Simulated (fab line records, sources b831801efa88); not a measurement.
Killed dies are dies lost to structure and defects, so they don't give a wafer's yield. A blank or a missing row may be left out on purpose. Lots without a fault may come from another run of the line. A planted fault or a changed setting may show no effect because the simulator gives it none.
A struck lot beside a sound one | flow sky130 | 16 steps out of a route of 708
Sound: wafers L777.1, L777.2, L777.4. Struck: wafers L794.1, L794.3. (L794.5 of the same lot was not struck and is left out.) The cause comes at the end.
At each step with rows: each side's tool, then ch and its chambers, then its first start. Under that, the readings that differ: sound wafers | struck wafers | difference of the means | sigmas: that difference in standard deviations of wafers without a fault.
alike: readings whose means differ by less than 2 such deviations, and words and numbers that are the same on both sides. not compared: withheld readings, readings that some wafer has no value for, bounds like >300 that may hide the same value, and numbers for which the record gives no deviation and whose values overlap.
The two part at a step that has a row with sigmas, a row that says differs or no value, or rows on one side only. Numbers that don't overlap but have no deviation are shown without sigmas and don't part them. A reading that every wafer of one side lacks parts them only if that side has two wafers or more.

first, 9 steps without rows for these wafers: SKY_CAPM_CLEAN_17 (cleans in O3/DIW); SKY_METAL3_DEHYDRATE_05 (time 60 s); SKY_METAL3_HMDS_06 (prime time 60 s); SKY_METAL3_COAT_07 (resist thk 60 nm); SKY_METAL3_COAT_08 (resist thk 1140 nm); SKY_METAL3_SOFTBAKE_09 (time 90 s); SKY_METAL3_EXPOSE_10 (exposes mask MM3, target cd 300 nm); SKY_METAL3_PEB_11; SKY_METAL3_DEVELOP_12 (develop time 60 s).
SKY_METAL3_CD_MEAS_13: target cd 300 nm.
  sound on cd_sem-01, day 39 13:19; struck on cd_sem-02, day 43 22:59
  alike: cd_nm
SKY_METAL3_OVL_MEAS_14:
  sound on overlay-02, day 39 13:26; struck on overlay-02, day 43 23:07
  reading         | sound    | struck | difference | sigmas
  METAL3_OVL (nm) | -5 -4 -3 | 12 13  | +16        | +4
SKY_METAL3_DESCUM_15: chemistry O2, time 8 s.
  sound on rie_metal-03 ch 0,1, day 39 13:29; struck on rie_metal-01 ch 0, day 43 23:09
  reading               | sound             | struck      | difference | sigmas
  oes_product_au (a.u.) | 1.000 0.985 0.995 | 1.017 1.014 | +0.022     | +2
  alike: drypump_motor_current_A
  not compared: rf_hours_counter_h
SKY_METAL3_ETCH_16: etches BARC in N2/H2, stops on SiO2, time 88.2 s, target depth 60 nm.
  sound on rie_metal-03 ch 0,1, day 39 13:31; struck on rie_metal-01 ch 0, day 43 23:11
  reading                               | sound             | struck      | difference | sigmas
  model.SiO2_of_CAPM_CVD_00.thk_nm (nm) | 15.39 15.41 15.83 | 14.93 14.92 | -0.62      |
  alike: drypump_motor_current_A, oes_product_au, throttle_valve_pct
  not compared: rf_hours_counter_h
SKY_METAL3_ETCH_17: etches SiO2 in C4F8/O2/Ar, stops on TiN, time 3.9 s, target depth 15 nm.
  sound on rie_diel-02 ch 0,1,2, day 39 13:37; struck on rie_diel-01 ch 1,3, day 43 23:17
  reading                  | sound             | struck      | difference | sigmas
  oes_product_au (a.u.)    | 0.750 0.748 0.758 | 0.732 0.739 | -0.016     | -2
  model.etch.depth_nm (nm) | 15.39 15.41 15.83 | 14.93 14.92 | -0.62      |
  not compared: rf_hours_counter_h
SKY_METAL3_METAL_ETCH_18: etches the open film in Cl2/BCl3, stops on SiO2, target depth 845 nm, time 183.1 s.
  sound on rie_metal-01 ch 0,1, day 39 13:38; struck on rie_metal-03 ch 0,1, day 43 23:18
  alike: drypump_motor_current_A, oes_product_au, throttle_valve_pct
  not compared: rf_hours_counter_h
then, 1 step without rows for these wafers: SKY_PAD_OPEN_PROBE_99.

WHERE THEY PART
First at SKY_METAL3_OVL_MEAS_14; last, within this record, at SKY_METAL3_ETCH_17. Later steps at which nothing parts them and some readings are alike: SKY_METAL3_METAL_ETCH_18.

WHY: what the simulator had put in
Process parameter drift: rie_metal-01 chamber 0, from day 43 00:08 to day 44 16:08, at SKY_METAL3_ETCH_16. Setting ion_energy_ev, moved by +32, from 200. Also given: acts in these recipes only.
